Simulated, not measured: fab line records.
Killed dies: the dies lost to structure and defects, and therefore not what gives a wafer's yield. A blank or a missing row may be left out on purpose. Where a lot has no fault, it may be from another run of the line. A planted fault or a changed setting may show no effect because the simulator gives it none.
What tool caused it? || flow sky130 || 14 lots with 42 wafers sampled at 5 steps, on a route of 708 steps

== WHAT THE GAUGES READ, wafer by wafer ==
SKY_CAPM_RS_MEAS_03: measurement is done with a four-point probe.
{"lot": "L439", "measured": "day 36 16:41", "on": "film-metro-02", "CAPM_TIN_RS (ohm/sq)": "6.99 7.03 6.96"}
{"lot": "L440", "measured": "day 37 00:23", "on": "film-metro-04", "CAPM_TIN_RS (ohm/sq)": "6.89 6.93 6.92"}
{"lot": "L441", "measured": "day 37 03:26", "on": "film-metro-02", "CAPM_TIN_RS (ohm/sq)": "6.91 6.85 6.85"}
{"lot": "L442", "measured": "day 37 09:47", "on": "film-metro-02", "CAPM_TIN_RS (ohm/sq)": "6.92 6.95 6.91"}
{"lot": "L443", "measured": "day 37 22:00", "on": "film-metro-01", "CAPM_TIN_RS (ohm/sq)": "6.90 6.93 6.86"}
{"lot": "L448", "measured": "day 39 07:10", "on": "film-metro-02", "CAPM_TIN_RS (ohm/sq)": "6.87 6.82 6.88"}
{"lot": "L450", "measured": "day 40 07:27", "on": "film-metro-01", "CAPM_TIN_RS (ohm/sq)": "6.81 6.78 6.77"}
{"lot": "L453", "measured": "day 40 19:33", "on": "film-metro-04", "CAPM_TIN_RS (ohm/sq)": "6.98 6.98 6.95"}
{"lot": "L454", "measured": "day 41 01:34", "on": "film-metro-02", "CAPM_TIN_RS (ohm/sq)": "6.94 6.97 6.94"}
{"lot": "L457", "measured": "day 41 23:58", "on": "film-metro-01", "CAPM_TIN_RS (ohm/sq)": "6.84 6.82 6.81"}
{"lot": "L458", "measured": "day 42 01:26", "on": "film-metro-02", "CAPM_TIN_RS (ohm/sq)": "6.83 6.85 6.84"}
{"lot": "L459", "measured": "day 42 12:47", "on": "film-metro-02", "CAPM_TIN_RS (ohm/sq)": "6.93 6.91 6.88"}
{"lot": "L460", "measured": "day 42 17:28", "on": "film-metro-04", "CAPM_TIN_RS (ohm/sq)": "6.88 6.91 6.92"}
{"lot": "L462", "measured": "day 43 01:31", "on": "film-metro-02", "CAPM_TIN_RS (ohm/sq)": "6.93 6.86 6.92"}

SKY_METAL3_CD_MEAS_13: target cd 300 nm.
{"lot": "L439", "measured": "day 38 20:41", "on": "cd-sem-02", "cd-nm (nm)": "301.6 301.9 302.6"}
{"lot": "L440", "measured": "day 39 04:00", "on": "cd-sem-01", "cd-nm (nm)": "300.8 300.8 301.1"}
{"lot": "L441", "measured": "day 39 06:34", "on": "cd-sem-01", "cd-nm (nm)": "301.4 300.4 300.3"}
{"lot": "L442", "measured": "day 39 13:31", "on": "cd-sem-02", "cd-nm (nm)": "299.4 298.1 299.6"}
{"lot": "L443", "measured": "day 39 23:49", "on": "cd-sem-01", "cd-nm (nm)": "299.0 300.0 300.2"}
{"lot": "L448", "measured": "day 41 08:22", "on": "cd-sem-02", "cd-nm (nm)": "301.4 300.8 302.0"}
{"lot": "L450", "measured": "day 42 07:38", "on": "cd-sem-01", "cd-nm (nm)": "300.2 299.5 299.7"}
{"lot": "L453", "measured": "day 42 18:37", "on": "cd-sem-02", "cd-nm (nm)": "297.4 297.7 296.9"}
{"lot": "L454", "measured": "day 43 00:35", "on": "cd-sem-01", "cd-nm (nm)": "301.7 300.7 300.8"}
{"lot": "L457", "measured": "day 43 22:01", "on": "cd-sem-02", "cd-nm (nm)": "299.8 298.8 299.9"}
{"lot": "L458", "measured": "day 43 22:46", "on": "cd-sem-01", "cd-nm (nm)": "303.0 301.7 301.3"}
{"lot": "L459", "measured": "day 44 10:19", "on": "cd-sem-02", "cd-nm (nm)": "299.1 299.5 299.7"}
{"lot": "L460", "measured": "day 44 14:50", "on": "cd-sem-01", "cd-nm (nm)": "299.7 301.7 300.6"}
{"lot": "L462", "measured": "day 44 23:05", "on": "cd-sem-01", "cd-nm (nm)": "300.3 300.2 299.9"}

SKY_VIA3_OVL_MEAS_13.
{"lot": "L439", "measured": "day 39 23:00", "on": "overlay-01", "VIA3_OVL (nm)": "1 -2 2"}
{"lot": "L440", "measured": "day 40 07:08", "on": "overlay-01", "VIA3_OVL (nm)": "-2 2 4"}
{"lot": "L441", "measured": "day 40 08:23", "on": "overlay-01", "VIA3_OVL (nm)": "5 0 11"}
{"lot": "L442", "measured": "day 40 15:59", "on": "overlay-02", "VIA3_OVL (nm)": "4 0 2"}
{"lot": "L443", "measured": "day 41 01:20", "on": "overlay-01", "VIA3_OVL (nm)": "10 12 3"}
{"lot": "L448", "measured": "day 42 10:14", "on": "overlay-01", "VIA3_OVL (nm)": "19 6 17"}
{"lot": "L450", "measured": "day 43 08:18", "on": "overlay-02", "VIA3_OVL (nm)": "3 6 4"}
{"lot": "L453", "measured": "day 43 19:40", "on": "overlay-01", "VIA3_OVL (nm)": "9 4 0"}
{"lot": "L454", "measured": "day 44 01:00", "on": "overlay-01", "VIA3_OVL (nm)": "1 6 -5"}
{"lot": "L457", "measured": "day 44 21:35", "on": "overlay-02", "VIA3_OVL (nm)": "9 3 4"}
{"lot": "L458", "measured": "day 44 22:32", "on": "overlay-01", "VIA3_OVL (nm)": "-4 -7 -2"}
{"lot": "L459", "measured": "day 45 09:53", "on": "overlay-01", "VIA3_OVL (nm)": "-4 -4 -2"}
{"lot": "L460", "measured": "day 45 14:18", "on": "overlay-01", "VIA3_OVL (nm)": "4 -1 -1"}
{"lot": "L462", "measured": "day 45 22:18", "on": "overlay-01", "VIA3_OVL (nm)": "5 1 3"}

== EACH LOT AND THE TOOL THAT RAN IT (in order: tool; ch and the chambers of the sampled wafers; start) ==
{"lot": "L439", "SKY_METAL3_SPUTTER_02": "pvd-sputter-03, day 36 16:23", "SKY_METAL3_METAL_ETCH_18": "rie-metal-04 ch 0, day 38 21:07"}
{"lot": "L440", "SKY_METAL3_SPUTTER_02": "pvd-sputter-01, day 37 00:02", "SKY_METAL3_METAL_ETCH_18": "rie-metal-02 ch 0,1, day 39 04:20"}
{"lot": "L441", "SKY_METAL3_SPUTTER_02": "pvd-sputter-02, day 37 03:08", "SKY_METAL3_METAL_ETCH_18": "rie-metal-02 ch 0,1, day 39 06:53"}
{"lot": "L442", "SKY_METAL3_SPUTTER_02": "pvd-sputter-03, day 37 09:30", "SKY_METAL3_METAL_ETCH_18": "rie-metal-04 ch 0,1, day 39 13:49"}
{"lot": "L443", "SKY_METAL3_SPUTTER_02": "pvd-sputter-03, day 37 21:43", "SKY_METAL3_METAL_ETCH_18": "rie-metal-02 ch 0,1, day 40 00:08"}
{"lot": "L448", "SKY_METAL3_SPUTTER_02": "pvd-sputter-02, day 39 06:52", "SKY_METAL3_METAL_ETCH_18": "rie-metal-01 ch 0,1, day 41 08:40"}
{"lot": "L450", "SKY_METAL3_SPUTTER_02": "pvd-sputter-02, day 40 07:08", "SKY_METAL3_METAL_ETCH_18": "rie-metal-04 ch 0,1, day 42 07:55"}
{"lot": "L453", "SKY_METAL3_SPUTTER_02": "pvd-sputter-01, day 40 19:11", "SKY_METAL3_METAL_ETCH_18": "rie-metal-04 ch 0,1, day 42 19:04"}
{"lot": "L454", "SKY_METAL3_SPUTTER_02": "pvd-sputter-03, day 41 01:15", "SKY_METAL3_METAL_ETCH_18": "rie-metal-01 ch 1, day 43 00:56"}
{"lot": "L457", "SKY_METAL3_SPUTTER_02": "pvd-sputter-03, day 41 23:40", "SKY_METAL3_METAL_ETCH_18": "rie-metal-02 ch 0,1, day 43 22:27"}
{"lot": "L458", "SKY_METAL3_SPUTTER_02": "pvd-sputter-03, day 42 01:08", "SKY_METAL3_METAL_ETCH_18": "rie-metal-04 ch 0, day 43 23:05"}
{"lot": "L459", "SKY_METAL3_SPUTTER_02": "pvd-sputter-03, day 42 12:29", "SKY_METAL3_METAL_ETCH_18": "rie-metal-01 ch 0,1, day 44 10:38"}
{"lot": "L460", "SKY_METAL3_SPUTTER_02": "pvd-sputter-03, day 42 17:09", "SKY_METAL3_METAL_ETCH_18": "rie-metal-01 ch 0,1, day 44 15:08"}
{"lot": "L462", "SKY_METAL3_SPUTTER_02": "pvd-sputter-03, day 43 01:11", "SKY_METAL3_METAL_ETCH_18": "rie-metal-04 ch 0,1, day 44 23:23"}
- SKY_METAL3_SPUTTER_02: material AlCu, target thk 735 nm, time 39.1 s.
- SKY_METAL3_METAL_ETCH_18: etches the open film in Cl2/BCl3, stops on SiO2, target depth 845 nm, time 183.1 s.

== WHAT THE TOOLS THEMSELVES READ (means of the sampled wafers that have a number; where no wafer has one, the mark that the record gives instead) ==
SKY_METAL3_SPUTTER_02.
{"lot": "L439", "tool": "pvd-sputter-03", "chamber-pressure-pa (Pa)": 0.3996, "throttle-valve-pct (%)": 30.2}
{"lot": "L440", "tool": "pvd-sputter-01", "chamber-pressure-pa (Pa)": 0.4004, "throttle-valve-pct (%)": 30.0}
{"lot": "L441", "tool": "pvd-sputter-02", "chamber-pressure-pa (Pa)": 0.4001, "throttle-valve-pct (%)": 30.4}
{"lot": "L442", "tool": "pvd-sputter-03", "chamber-pressure-pa (Pa)": 0.3993, "throttle-valve-pct (%)": 30.9}
{"lot": "L443", "tool": "pvd-sputter-03", "chamber-pressure-pa (Pa)": 0.3991, "throttle-valve-pct (%)": 30.4}
{"lot": "L448", "tool": "pvd-sputter-02", "chamber-pressure-pa (Pa)": 0.4003, "throttle-valve-pct (%)": 30.5}
{"lot": "L450", "tool": "pvd-sputter-02", "chamber-pressure-pa (Pa)": 0.3995, "throttle-valve-pct (%)": 30.7}
{"lot": "L453", "tool": "pvd-sputter-01", "chamber-pressure-pa (Pa)": 0.3999, "throttle-valve-pct (%)": 30.3}
{"lot": "L454", "tool": "pvd-sputter-03", "chamber-pressure-pa (Pa)": 0.3995, "throttle-valve-pct (%)": 31.3}
{"lot": "L457", "tool": "pvd-sputter-03", "chamber-pressure-pa (Pa)": 0.4001, "throttle-valve-pct (%)": 30.6}
{"lot": "L458", "tool": "pvd-sputter-03", "chamber-pressure-pa (Pa)": 0.4004, "throttle-valve-pct (%)": 30.3}
{"lot": "L459", "tool": "pvd-sputter-03", "chamber-pressure-pa (Pa)": 0.3993, "throttle-valve-pct (%)": 30.4}
{"lot": "L460", "tool": "pvd-sputter-03", "chamber-pressure-pa (Pa)": 0.4000, "throttle-valve-pct (%)": 30.1}
{"lot": "L462", "tool": "pvd-sputter-03", "chamber-pressure-pa (Pa)": 0.3994, "throttle-valve-pct (%)": 30.5}

SKY_METAL3_METAL_ETCH_18.
{"lot": "L439", "tool": "rie-metal-04", "drypump-motor-current-A (A)": 6.4, "mfc-cl2-sccm (sccm)": 59.81, "oes-product-au (a.u.)": 0.869, "throttle-valve-pct (%)": 22.268}
{"lot": "L440", "tool": "rie-metal-02", "drypump-motor-current-A (A)": 6.1, "mfc-cl2-sccm (sccm)": 60.06, "oes-product-au (a.u.)": 0.865, "throttle-valve-pct (%)": 22.266}
{"lot": "L441", "tool": "rie-metal-02", "drypump-motor-current-A (A)": 6.0, "mfc-cl2-sccm (sccm)": 59.75, "oes-product-au (a.u.)": 0.872, "throttle-valve-pct (%)": 22.268}
{"lot": "L442", "tool": "rie-metal-04", "drypump-motor-current-A (A)": 6.1, "mfc-cl2-sccm (sccm)": 59.94, "oes-product-au (a.u.)": 0.872, "throttle-valve-pct (%)": 22.259}
{"lot": "L443", "tool": "rie-metal-02", "drypump-motor-current-A (A)": 6.1, "mfc-cl2-sccm (sccm)": 59.89, "oes-product-au (a.u.)": 0.861, "throttle-valve-pct (%)": 22.260}
{"lot": "L448", "tool": "rie-metal-01", "drypump-motor-current-A (A)": 5.8, "mfc-cl2-sccm (sccm)": 60.00, "oes-product-au (a.u.)": 0.913, "throttle-valve-pct (%)": 22.258}
{"lot": "L450", "tool": "rie-metal-04", "drypump-motor-current-A (A)": 6.1, "mfc-cl2-sccm (sccm)": 60.21, "oes-product-au (a.u.)": 0.909, "throttle-valve-pct (%)": 22.259}
{"lot": "L453", "tool": "rie-metal-04", "drypump-motor-current-A (A)": 5.8, "mfc-cl2-sccm (sccm)": 60.25, "oes-product-au (a.u.)": 0.864, "throttle-valve-pct (%)": 22.261}
{"lot": "L454", "tool": "rie-metal-01", "drypump-motor-current-A (A)": 5.1, "mfc-cl2-sccm (sccm)": 60.07, "oes-product-au (a.u.)": 0.861, "throttle-valve-pct (%)": 22.265}
{"lot": "L457", "tool": "rie-metal-02", "drypump-motor-current-A (A)": 5.9, "mfc-cl2-sccm (sccm)": 60.01, "oes-product-au (a.u.)": 0.860, "throttle-valve-pct (%)": 22.271}
{"lot": "L458", "tool": "rie-metal-04", "drypump-motor-current-A (A)": 6.4, "mfc-cl2-sccm (sccm)": 59.95, "oes-product-au (a.u.)": 0.876, "throttle-valve-pct (%)": 22.270}
{"lot": "L459", "tool": "rie-metal-01", "drypump-motor-current-A (A)": 5.8, "mfc-cl2-sccm (sccm)": 60.02, "oes-product-au (a.u.)": 0.862, "throttle-valve-pct (%)": 22.272}
{"lot": "L460", "tool": "rie-metal-01", "drypump-motor-current-A (A)": 5.8, "mfc-cl2-sccm (sccm)": 59.88, "oes-product-au (a.u.)": 0.863, "throttle-valve-pct (%)": 22.267}
{"lot": "L462", "tool": "rie-metal-04", "drypump-motor-current-A (A)": 5.8, "mfc-cl2-sccm (sccm)": 59.88, "oes-product-au (a.u.)": 0.864, "throttle-valve-pct (%)": 22.270}

== THE ANSWER, worked out from the rows above alone ==
Rule: usual is defined by the lots themselves. The widest of any qualifying gaps counts: lots, ordered by their means at a reading, are off when they make up no more than a third of the lots, leave a main group of 4 or more, and stand apart from it by 3 or more times the standard deviation of that group's means. If all means in a main group match to the digits the tables above print for the reading, that group is not used. A lot without any number at a reading at which 4 lots or more have one is off too. Any other lot the step has rows for is counted as sound. The gauges are gone through in route order, then the tools' own readings, and for those a lot's mean is taken as printed above. The first step at which some lot is off is used, and at that step the reading that is off furthest; a lot without a number counts as furthest.
Off: L448, L450, at SKY_METAL3_METAL_ETCH_18 (oes-product-au). The main group: mean 0.866 a.u., standard deviation 0.005.
If a tool, at that step or one of the process steps before it, ran each lot that is off and ran no sound lot following the first of them, it fits. One fits: pvd-sputter-02 at SKY_METAL3_SPUTTER_02. Its last sound lot is L441 (day 37 03:08), its first lot that is off L448 (day 39 06:52): a fault that began between those two fits.

== WHAT THE SIMULATOR HAD PUT IN ==
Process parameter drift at SKY_METAL3_SPUTTER_02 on pvd-sputter-02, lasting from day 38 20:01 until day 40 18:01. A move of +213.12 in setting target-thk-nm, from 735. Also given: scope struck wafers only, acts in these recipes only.
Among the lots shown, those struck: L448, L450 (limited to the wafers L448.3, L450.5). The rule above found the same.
